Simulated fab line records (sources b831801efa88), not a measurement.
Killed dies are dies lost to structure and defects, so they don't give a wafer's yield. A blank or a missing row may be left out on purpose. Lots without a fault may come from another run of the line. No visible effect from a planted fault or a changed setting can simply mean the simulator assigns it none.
Which tool did it? | flow sky130 | 45 wafers from 15 lots sampled at 5 of the route's 708 steps

WHAT THE GAUGES SHOWED, per wafer
SKY_VT_ADJUST_PCH_TW_MEAS_10. Usual: VT_ADJUST_PCH_TW typically reads 145.4, with standard deviation 1.4.
lot  | measured     | on            | VT_ADJUST_PCH_TW  | flag
L170 | day 10 07:42 | film-metro-02 | 143.9 143.0 143.6 |
L171 | day 10 13:29 | film-metro-01 | 146.9 147.2 147.2 |
L172 | day 11 08:54 | film-metro-01 | 146.4 146.8 146.8 |
L174 | day 12 04:49 | film-metro-01 | 145.9 146.0 147.3 |
L177 | day 12 17:41 | film-metro-02 | 143.5 143.4 142.9 |
L178 | day 12 22:11 | film-metro-01 | 146.5 146.4 146.5 |
L179 | day 13 08:07 | film-metro-02 | 144.0 144.0 143.9 |
L180 | day 13 19:41 | film-metro-01 | 146.9 146.5 146.1 |
L181 | day 13 21:53 | film-metro-02 | 143.8 143.6 143.7 |
L188 | day 16 01:29 | film-metro-02 | 144.5 144.7 143.8 |
L189 | day 16 10:33 | film-metro-02 | 145.6 144.6 144.9 |
L190 | day 16 19:37 | film-metro-01 | 147.1 147.0 147.0 |
L191 | day 16 23:08 | film-metro-02 | 144.6 145.2 144.5 |
L192 | day 17 23:56 | film-metro-02 | 144.0 144.4 143.1 |
L193 | day 18 02:00 | film-metro-02 | 144.2 144.2 144.5 |

SKY_SONOS_TUNNEL_OVL_MEAS_08. Usual: SONOS_TUNNEL_OVL typically reads 0.2 nm, with standard deviation 1.4.
lot  | measured     | on         | SONOS_TUNNEL_OVL (nm) | flag
L170 | day 11 06:36 | overlay-02 | 2.8 2.5 3.2           |
L171 | day 11 12:01 | overlay-02 | -0.9 -0.2 -1.5        |
L172 | day 12 08:29 | overlay-01 | 2.1 0.8 0.9           |
L174 | day 13 06:35 | overlay-02 | 0.4 1.0 -0.2          |
L177 | day 13 19:34 | overlay-01 | -0.2 -0.2 -0.7        |
L178 | day 13 23:40 | overlay-02 | -0.5 0.2 0.3          |
L179 | day 14 09:06 | overlay-02 | 0.0 -0.4 -1.1         |
L180 | day 14 21:19 | overlay-01 | 2.1 1.1 2.5           |
L181 | day 14 22:58 | overlay-02 | -0.6 -0.9 -0.1        |
L188 | day 17 05:52 | overlay-02 | 1.1 1.5 -1.0          |
L189 | day 17 14:20 | overlay-01 | -0.2 -0.6 1.1         |
L190 | day 18 00:28 | overlay-01 | 1.3 3.1 1.3           |
L191 | day 18 04:01 | overlay-01 | -3.4 -2.5 -0.7        |
L192 | day 19 07:13 | overlay-01 | -0.8 -1.9 -0.9        |
L193 | day 19 08:40 | overlay-02 | -0.7 -1.3 -1.6        |

SKY_SONOS_ONO_THK_MEAS_05. Usual: SONOS_ONO_CVD_04_THK typically reads 5.70 nm, with standard deviation 0.11.
lot  | measured     | on            | SONOS_ONO_CVD_04_THK (nm) | flag
L170 | day 11 11:23 | film-metro-01 | 5.59 5.72 5.66            |
L171 | day 11 19:18 | film-metro-03 | 5.59 5.66 5.60            |
L172 | day 12 12:56 | film-metro-01 | 5.53 5.46 5.41            |
L174 | day 13 12:31 | film-metro-01 | 5.66 5.50 5.55            |
L177 | day 14 04:23 | film-metro-01 | 5.79 5.74 5.71            |
L178 | day 14 09:55 | film-metro-03 | 5.57 5.58 5.67            |
L179 | day 14 18:56 | film-metro-03 | 5.83 5.86 5.87            |
L180 | day 15 09:08 | film-metro-01 | 5.56 5.65 5.64            |
L181 | day 15 09:08 | film-metro-03 | 5.68 5.71 5.74            |
L188 | day 17 12:50 | film-metro-03 | 5.85 5.77 5.79            |
L189 | day 17 19:12 | film-metro-01 | 5.62 5.52 5.56            |
L190 | day 18 04:46 | film-metro-01 | 5.62 5.67 5.67            |
L191 | day 18 10:50 | film-metro-03 | 5.69 5.66 5.64            |
L192 | day 19 13:03 | film-metro-03 | 5.75 5.90 5.75            |
L193 | day 19 14:17 | film-metro-01 | 5.80 5.68 5.82            |

SKY_POLY_GATE_THK_MEAS_01. Usual: POLY_GATE_CVD_00_THK typically reads 179.8 nm, with standard deviation 1.5.
lot  | measured     | on            | POLY_GATE_CVD_00_THK (nm)           | flag
L170 | day 13 21:11 | film-metro-01 | 181.1 181.6 182.3                   |
L171 | day 14 05:29 | film-metro-02 | 177.5 179.8 178.2                   |
L172 | day 15 00:34 | film-metro-02 | 181.3 179.2 179.6                   |
L174 | day 16 00:05 | film-metro-02 | 181.5 179.2 181.0                   |
L177 | day 16 16:30 | film-metro-02 | 179.6 179.7 180.1                   |
L178 | day 16 23:38 | film-metro-02 | 181.9 182.7 180.7                   |
L179 | day 17 06:43 | film-metro-02 | 190.6 191.8 190.9 190.6 191.8 190.9 | OFF
L180 | day 18 00:52 | film-metro-02 | 188.8 188.3 189.2 188.9 188.5 189.3 | OFF
L181 | day 18 00:52 | film-metro-01 | 192.2 191.2 192.5 192.2 191.2 192.3 | OFF
L188 | day 20 08:46 | film-metro-02 | 180.5 178.5 180.2                   |
L189 | day 20 15:38 | film-metro-02 | 178.7 178.4 179.2                   |
L190 | day 20 22:27 | film-metro-01 | 180.6 180.1 181.6                   |
L191 | day 21 04:47 | film-metro-02 | 179.1 177.9 180.2                   |
L192 | day 22 07:18 | film-metro-04 | 179.0 179.6 177.5                   |
L193 | day 22 09:05 | film-metro-04 | 179.0 178.6 179.8                   |

WHICH TOOL RAN EACH LOT (tool, then ch and the chambers of the sampled wafers, then the start)
lot  | SKY_POLY_GATE_CVD_00
L170 | lpcvd-01 ch 0, day 13 19:58
L171 | lpcvd-01 ch 0, day 14 04:16
L172 | lpcvd-01 ch 1, day 14 23:22
L174 | lpcvd-01 ch 1, day 15 22:52
L177 | lpcvd-01 ch 0, day 16 15:18
L178 | lpcvd-01 ch 0, day 16 22:26
L179 | lpcvd-01 ch 1, day 17 05:30
L180 | lpcvd-01 ch 1, day 17 23:39
L181 | lpcvd-01 ch 1, day 17 23:39
L188 | lpcvd-01 ch 0, day 20 07:34
L189 | lpcvd-01 ch 1, day 20 14:25
L190 | lpcvd-01 ch 0, day 20 21:14
L191 | lpcvd-01 ch 1, day 21 03:35
L192 | lpcvd-01 ch 1, day 22 05:29
L193 | lpcvd-01 ch 0, day 22 07:17
- SKY_POLY_GATE_CVD_00: deposits poly-Si, target thk 180 nm, time 720 s.

AS READ BY THE TOOLS THEMSELVES (means over the sampled wafers that have a number; for cases with no such wafer, the mark the record gives instead)
SKY_POLY_GATE_CVD_00. Usual: spike-tc-centre-C 620.4 C, standard deviation 1.1; zone-power-centre-pct 7.9 %, standard deviation 0.63.
lot  | tool     | spike-tc-centre-C (C) | zone-power-centre-pct (%) | flag
L170 | lpcvd-01 | 619.3                 | 7.4                       |
L171 | lpcvd-01 | 620.5                 | 7.5                       |
L172 | lpcvd-01 | 620.8                 | 8.8                       |
L174 | lpcvd-01 | 621.0                 | 8.7                       |
L177 | lpcvd-01 | 619.8                 | 7.5                       |
L178 | lpcvd-01 | 619.9                 | 7.4                       |
L179 | lpcvd-01 | 621.0                 | 8.8                       |
L180 | lpcvd-01 | 620.6                 | 8.8                       |
L181 | lpcvd-01 | 620.9                 | 8.8                       |
L188 | lpcvd-01 | 620.0                 | 7.5                       |
L189 | lpcvd-01 | 620.5                 | 8.7                       |
L190 | lpcvd-01 | 621.6                 | 7.5                       |
L191 | lpcvd-01 | 620.6                 | 8.7                       |
L192 | lpcvd-01 | 620.4                 | 8.7                       |
L193 | lpcvd-01 | 619.9                 | 7.4                       |

THE ANSWER, worked out from the rows above alone
Rule: lot off if the mean of its wafers having a number is beyond 3 standard deviations from the usual mean. A lot without any number at a reading at which 4 lots or more have one is off too. Any other lot the step has rows for is counted as sound. The gauges are gone through in route order, then the tools' own readings, and for those a lot's mean is taken as printed above. The first step at which some lot is off is used, and at that step the reading that is off furthest; a lot without a number counts as furthest.
Off: L179, L180, L181, at SKY_POLY_GATE_THK_MEAS_01 (POLY_GATE_CVD_00_THK).
If a tool, at a process step before that reading, ran all the lots that are off and no sound lot after the first of them, it fits. Gauges at SKY_POLY_GATE_THK_MEAS_01: tried the same way as those tools. Of those tried, none fits.

WHAT THE SIMULATOR HAD PUT IN
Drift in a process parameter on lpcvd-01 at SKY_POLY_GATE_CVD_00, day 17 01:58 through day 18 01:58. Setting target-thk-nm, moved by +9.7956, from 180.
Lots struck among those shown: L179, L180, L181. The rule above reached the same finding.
